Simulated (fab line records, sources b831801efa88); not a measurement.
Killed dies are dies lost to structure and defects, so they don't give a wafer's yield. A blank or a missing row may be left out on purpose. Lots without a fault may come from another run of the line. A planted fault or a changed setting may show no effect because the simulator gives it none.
Chamber matching | flow sky130 | SKY_VIA3_CMP_24 on cmp-02: 4 sister chambers
The step polishes, stops on SiO2, t overpolish 20 s, target thk 0 nm. 18 wafers are shown with their chamber, then 9 later ones without.

WAFERS WITH THEIR CHAMBER
wafer  | chamber | motor_current_A (A) | time_to_endpoint_s (s) | overpolish_run_s (s)
L365.2 | 0       | 13.4                | 99                     | 19.999
L365.3 | 3       | 11.8                | 98                     | 20.003
L365.4 | 1       | 13.1                | 94                     | 19.986
L367.2 | 2       | 10.3                | 95                     | 19.997
L367.3 | 3       | 11.0                | 100                    | 20.012
L367.5 | 2       | 10.6                | 95                     | 20.001
L366.2 | 2       | 10.6                | 98                     | 20.001
L366.4 | 1       | 12.8                | 90                     | 20.001
L366.6 | 0       | 13.3                | 96                     | 19.998
L372.1 | 1       | 13.6                | 92                     | 20.000
L372.4 | 2       | 10.1                | 94                     | 19.995
L372.6 | 1       | 13.3                | 90                     | 20.002
L371.1 | 1       | 12.9                | 85                     | 19.994
L371.4 | 0       | 12.9                | 96                     | 19.994
L371.6 | 0       | 13.0                | 95                     | 19.984
L374.1 | 3       | 11.2                | 95                     | 20.005
L374.5 | 1       | 12.6                | 90                     | 20.002
L374.6 | 2       | 10.3                | 94                     | 19.998

SIGNATURES (means of the wafers above)
reading            | chamber 0 | chamber 1 | chamber 2 | chamber 3 | scatter within a chamber
motor_current_A    | 13.150    | 13.050    | 10.380    | 11.333    | 0.312
time_to_endpoint_s | 96.50     | 90.17     | 95.20     | 97.67     | 2.35
overpolish_run_s   | 19.99375  | 19.99750  | 19.99840  | 20.00667  | 0.00545
Rule: a wafer's distance from a chamber is the root of the sum, over the readings, of the square of ((its reading less the chamber's mean) divided by the reading's scatter). The wafer belongs to the nearest chamber; if the next one is less than 2 further off, it can't be placed. The scatter: the root of (the sum of the squares of (reading less its chamber's mean) over the shown wafers, divided by (wafers less chambers)).

WAFERS WITHOUT THEIR CHAMBER
wafer  | motor_current_A (A) | time_to_endpoint_s (s) | overpolish_run_s (s)
L379.1 | 11.8                | 93                     | 20.012
L379.2 | 13.0                | 98                     | 19.998
L379.5 | 11.0                | 92                     | 19.982
L380.2 | 10.2                | 92                     | 20.010
L380.5 | 12.6                | 96                     | 20.004
L380.6 | 11.8                | 91                     | 20.025
L382.1 | 11.8                | 98                     | 19.991
L382.3 | 10.8                | 99                     | 19.995
L382.6 | 13.1                | 95                     | 19.983

WHICH CHAMBER EACH WENT THROUGH
wafer  | from the rows above          | in truth
L379.1 | 3                            | 3
L379.2 | 0                            | 0
L379.5 | can't be placed: 2 or 3      | 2
L380.2 | can't be placed: 2 or 3      | 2
L380.5 | can't be placed: 0 or 1 or 3 | 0
L380.6 | can't be placed: 3 or 1      | 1
L382.1 | can't be placed: 3 or 0 or 2 | 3
L382.3 | can't be placed: 2 or 3      | 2
L382.6 | can't be placed: 0 or 1      | 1
Placed correctly: 2 of 9. Can't be placed from these rows: 7 (the true chamber is among the candidates in 7). Placed wrongly: 0.
